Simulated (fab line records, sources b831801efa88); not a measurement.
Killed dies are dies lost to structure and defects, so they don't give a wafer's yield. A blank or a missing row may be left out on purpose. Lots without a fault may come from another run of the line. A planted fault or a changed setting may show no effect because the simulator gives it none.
Which tool did it? | flow sky130 | 15 lots, 45 wafers sampled, at 4 steps of a route of 708

WHAT THE GAUGES READ, wafer by wafer
SKY_VT_ADJUST_HVTR_OVL_MEAS_08.
lot  | measured     | on         | VT_ADJUST_HVTR_OVL (nm)
L508 | day 9 08:28  | overlay-02 | -0.8 -1.3 -2.2
L510 | day 10 03:22 | overlay-01 | 1.1 1.8 1.1
L511 | day 10 07:49 | overlay-02 | 0.1 -2.3 -0.5
L515 | day 11 13:22 | overlay-01 | 0.2 1.2 1.1
L517 | day 12 08:47 | overlay-01 | -2.7 1.3 -2.1
L518 | day 12 14:26 | overlay-02 | -0.4 0.2 -0.5
L519 | day 13 05:44 | overlay-01 | -2.7 -3.0 -1.2
L520 | day 13 07:53 | overlay-02 | -1.6 -0.1 0.0
L521 | day 13 17:08 | overlay-02 | 3.0 1.4 2.6
L527 | day 15 12:21 | overlay-01 | -1.0 0.1 1.8
L530 | day 17 03:05 | overlay-02 | -3.6 -2.8 -1.9
L531 | day 17 03:24 | overlay-02 | 2.6 1.9 1.2

WHICH TOOL RAN EACH LOT (tool, then ch and the chambers of the sampled wafers, then the start)
lot  | SKY_FIELD_ISO_ETCH_14             | SKY_FIELD_ISO_ETCH_15             | SKY_FIELD_ISO_STRIP_16
L508 | rie_diel-04 ch 0,3, day 2 05:05   | rie_diel-04 ch 0,3, day 2 05:08   | plasma_asher-02 ch 0,1, day 2 05:11
L510 | rie_diel-01 ch 0,1,2, day 2 15:41 | rie_diel-01 ch 0,1,2, day 2 15:44 | plasma_asher-02 ch 0,1, day 2 15:47
L511 | rie_diel-04 ch 0,1,2, day 2 21:11 | rie_diel-04 ch 0,1,2, day 2 21:14 | plasma_asher-02 ch 0,1, day 2 21:17
L515 | rie_diel-01 ch 1,2,3, day 3 16:30 | rie_diel-01 ch 1,2,3, day 3 16:32 | plasma_asher-02 ch 0,1, day 3 16:36
L517 | rie_diel-04 ch 0,1,3, day 4 06:32 | rie_diel-04 ch 0,1,3, day 4 06:35 | plasma_asher-01 ch 0,1, day 4 06:38
L518 | rie_diel-04 ch 0,1,2, day 4 09:27 | rie_diel-04 ch 0,1,2, day 4 09:29 | plasma_asher-02 ch 0, day 4 09:33
L519 | rie_diel-01 ch 0,1,2, day 4 17:27 | rie_diel-01 ch 0,1,2, day 4 17:29 | plasma_asher-01 ch 0,1, day 4 17:33
L520 | rie_diel-04 ch 0,1,3, day 4 21:53 | rie_diel-04 ch 0,1,3, day 4 21:56 | plasma_asher-02 ch 0,1, day 4 21:59
L521 | rie_diel-03 ch 0,2,3, day 5 00:56 | rie_diel-03 ch 0,2,3, day 5 00:59 | plasma_asher-01 ch 0,1, day 5 01:02
L522 | rie_diel-04 ch 1,3, day 5 05:32   | rie_diel-04 ch 1,3, day 5 05:35   | plasma_asher-03 ch 0,1, day 5 05:38
L523 | rie_diel-01 ch 0,1,2, day 5 12:57 | rie_diel-01 ch 0,1,2, day 5 12:59 | plasma_asher-02 ch 1, day 5 13:03
L524 | rie_diel-03 ch 1,2, day 5 20:15   | rie_diel-03 ch 1,2, day 5 20:17   | plasma_asher-01 ch 0,1, day 5 20:21
L527 | rie_diel-03 ch 0,1,3, day 6 10:51 | rie_diel-03 ch 0,1,3, day 6 10:53 | plasma_asher-03 ch 0,1, day 6 10:57
L530 | rie_diel-01 ch 1,2, day 6 23:42   | rie_diel-01 ch 1,2, day 6 23:44   | plasma_asher-02 ch 0,1, day 6 23:48
L531 | rie_diel-01 ch 0,1,2, day 7 05:26 | rie_diel-01 ch 0,1,2, day 7 05:29 | plasma_asher-03 ch 0,1, day 7 05:34
- SKY_FIELD_ISO_ETCH_14: etches BARC in N2/H2, stops on SiO2, time 45.9 s, target depth 60 nm.
- SKY_FIELD_ISO_ETCH_15: etches the open film in CHF3/O2, stops on Si, target depth 180 nm, time 72 s.
- SKY_FIELD_ISO_STRIP_16: strips in O2/N2.

WHAT THE TOOLS THEMSELVES READ (means of the sampled wafers that have a number; where no wafer has one, the mark that the record gives instead)
SKY_FIELD_ISO_ETCH_14.
lot  | tool        | bias_w (W) | chamber_pressure_mTorr (mTorr) | drypump_motor_current_A (A) | h2_flow_sccm (sccm) | oes_product_au (a.u.) | rf_fwd_power_W (W) | throttle_valve_pct (%)
L508 | rie_diel-04 | 99.9       | 30.011                         | 5.7                         | 199.9               | 0.852                 | 490.0              | 13.223
L510 | rie_diel-01 | 100.0      | 30.001                         | 6.2                         | 200.2               | 0.856                 | 495.3              | 13.230
L511 | rie_diel-04 | 100.0      | 30.011                         | 5.7                         | 200.2               | 0.855                 | 494.7              | 13.224
L515 | rie_diel-01 | 99.9       | 29.980                         | 5.9                         | 199.7               | 0.854                 | 494.4              | 13.229
L517 | rie_diel-04 | 100.2      | 30.009                         | 6.0                         | 199.9               | 0.851                 | 495.5              | 13.226
L518 | rie_diel-04 | 100.1      | 30.002                         | 5.7                         | 199.9               | 0.856                 | 495.3              | 13.227
L519 | rie_diel-01 | 99.9       | 30.008                         | 6.2                         | 199.5               | 0.855                 | 496.0              | 13.219
L520 | rie_diel-04 | 99.9       | 30.011                         | 5.9                         | 200.4               | 0.857                 | 493.5              | 13.223
L521 | rie_diel-03 | 100.0      | 30.003                         | 5.6                         | 200.7               | 0.854                 | 493.8              | 13.223
L522 | rie_diel-04 | -          | -                              | -                           | -                   | -                     | -                  | -
L523 | rie_diel-01 | -          | -                              | -                           | -                   | -                     | -                  | -
L524 | rie_diel-03 | -          | -                              | -                           | -                   | -                     | -                  | -
L527 | rie_diel-03 | 99.9       | 30.006                         | 5.9                         | 200.2               | 0.859                 | 495.6              | 13.228
L530 | rie_diel-01 | 100.4      | 30.015                         | 6.0                         | 200.0               | 0.853                 | 496.8              | 13.221
L531 | rie_diel-01 | 100.1      | 30.033                         | 6.2                         | 199.5               | 0.858                 | 496.6              | 13.225

SKY_FIELD_ISO_ETCH_15.
lot  | tool        | O2_flow_sccm (sccm) | bias_w (W) | drypump_motor_current_A (A) | oes_product_au (a.u.) | rf_fwd_power_W (W) | throttle_valve_pct (%)
L508 | rie_diel-04 | 5.002               | 199.5      | 5.7                         | 0.947                 | 593.4              | 8.841
L510 | rie_diel-01 | 5.004               | 199.8      | 6.2                         | 0.943                 | 596.3              | 8.847
L511 | rie_diel-04 | 5.004               | 200.1      | 5.7                         | 0.944                 | 595.5              | 8.846
L515 | rie_diel-01 | 4.999               | 199.7      | 5.9                         | 0.947                 | 596.3              | 8.844
L517 | rie_diel-04 | 4.990               | 199.9      | 5.9                         | 0.938                 | 593.7              | 8.836
L518 | rie_diel-04 | 4.993               | 199.3      | 5.7                         | 0.945                 | 595.6              | 8.835
L519 | rie_diel-01 | 5.003               | 199.9      | 6.2                         | 0.950                 | 597.0              | 8.848
L520 | rie_diel-04 | 5.010               | 199.8      | 5.9                         | 0.944                 | 594.6              | 8.844
L521 | rie_diel-03 | 5.008               | 199.7      | 5.7                         | 0.937                 | 597.6              | 8.835
L522 | rie_diel-04 | 4.989               | 200.4      | 6.1                         | 0.376                 | 593.9              | 8.673
L523 | rie_diel-01 | 4.987               | 199.9      | 6.2                         | 0.377                 | 595.8              | 8.670
L524 | rie_diel-03 | 4.991               | 199.5      | 5.4                         | 0.376                 | 595.7              | 8.674
L527 | rie_diel-03 | 5.000               | 200.1      | 5.9                         | 0.947                 | 594.4              | 8.851
L530 | rie_diel-01 | 4.988               | 200.4      | 6.0                         | 0.947                 | 597.2              | 8.842
L531 | rie_diel-01 | 4.986               | 200.5      | 6.3                         | 0.945                 | 596.7              | 8.846

SKY_FIELD_ISO_STRIP_16.
lot  | tool            | drypump_motor_current_A (A) | oes_product_au (a.u.) | strip_time_to_endpoint_s (s)
L508 | plasma_asher-02 | 5.7                         | 0.379                 | 3.56
L510 | plasma_asher-02 | 5.6                         | 0.377                 | 3.56
L511 | plasma_asher-02 | 5.7                         | 0.375                 | 3.53
L515 | plasma_asher-02 | 5.7                         | 0.384                 | 3.56
L517 | plasma_asher-01 | 5.2                         | 0.379                 | 3.54
L518 | plasma_asher-02 | 5.9                         | 0.377                 | 3.53
L519 | plasma_asher-01 | 5.2                         | 0.381                 | 3.55
L520 | plasma_asher-02 | 5.6                         | 0.377                 | 3.56
L521 | plasma_asher-01 | 5.2                         | 0.384                 | 3.58
L522 | plasma_asher-03 | 6.3                         | 0.398                 | 3.99
L523 | plasma_asher-02 | 5.5                         | 0.399                 | 4.01
L524 | plasma_asher-01 | 5.2                         | 0.396                 | 4.03
L527 | plasma_asher-03 | 6.1                         | 0.380                 | 3.57
L530 | plasma_asher-02 | 5.5                         | 0.377                 | 3.55
L531 | plasma_asher-03 | 6.3                         | 0.373                 | 3.55

THE ANSWER, worked out from the rows above alone
Rule: what is usual is taken from the lots themselves. Put in order of their means at a reading, lots are off if they are a third of the lots or fewer, leave a main group of 4 or more, and stand apart from it by a gap of 3 or more times the standard deviation of the main group's means; of several such gaps the widest counts. A main group whose means are all the same, to the digits that the tables above print for the reading, isn't used. A lot without any number at a reading at which 4 lots or more have one is off too. The other lots that the step has rows for count as sound. The gauges are gone through in route order, then the tools' own readings, and for those a lot's mean is taken as printed above. The first step at which some lot is off is used, and at that step the reading that is off furthest; a lot without a number counts as furthest.
Off: L522, L523, L524, at SKY_FIELD_ISO_ETCH_14 (bias_w). Without a number there: L522, L523, L524. The main group: mean 100.0 W, standard deviation 0.15.
A tool fits if, at that step or a process step before it, it ran every lot that is off, and no sound lot after the first of them. None of those tried fits.

WHAT THE SIMULATOR HAD PUT IN
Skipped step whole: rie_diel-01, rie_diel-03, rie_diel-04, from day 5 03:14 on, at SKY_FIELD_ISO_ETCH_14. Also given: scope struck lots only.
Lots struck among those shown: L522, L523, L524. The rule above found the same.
